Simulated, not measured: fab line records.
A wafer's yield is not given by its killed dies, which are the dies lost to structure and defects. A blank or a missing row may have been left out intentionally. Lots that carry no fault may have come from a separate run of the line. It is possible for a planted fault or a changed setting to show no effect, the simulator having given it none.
Matching of chambers	flow gf180mcu	rie si-02 running GF_STI_ETCH_14: 4 sister chambers
The step etches Si in HBr/Cl2/O2, target depth 360 nm, time 102.9 s. 4 wafers are shown with their chamber, then 7 later ones without.

WAFERS, EACH WITH ITS CHAMBER
wafer	chamber	drypump motor current A (A)
L932.1	0	4.9
L932.4	1	5.4
L937.1	2	5.6
L937.2	3	6.0

WAFERS WITHOUT THEIR CHAMBER
wafer	drypump motor current A (A)
L937.3	5.0
L940.1	5.6
L940.2	6.0
L940.5	6.0
L943.1	4.9
L943.4	5.6
L943.5	5.9

CHAMBER TAKEN BY EACH
wafer	from the rows above	in truth
L937.3	0	0
L940.1	2	2
L940.2	3	3
L940.5	3	3
L943.1	0	0
L943.4	2	2
L943.5	3	3
7 of 7 placed correctly. Number that these rows cannot place: 0. Wrongly placed: 0.
How it was worked out, from the rows above alone: a wafer's distance from a chamber is the root of the sum, over the readings, of the square of ((its reading less the chamber's mean) divided by the reading's scatter). The wafer belongs to the nearest chamber; if the next one is less than 2 further off, it can't be placed. The mean given for a chamber averages the wafers shown for that chamber. The scatter: root of mean squared gap, hidden wafer to nearest shown wafer, with one shown wafer a chamber.
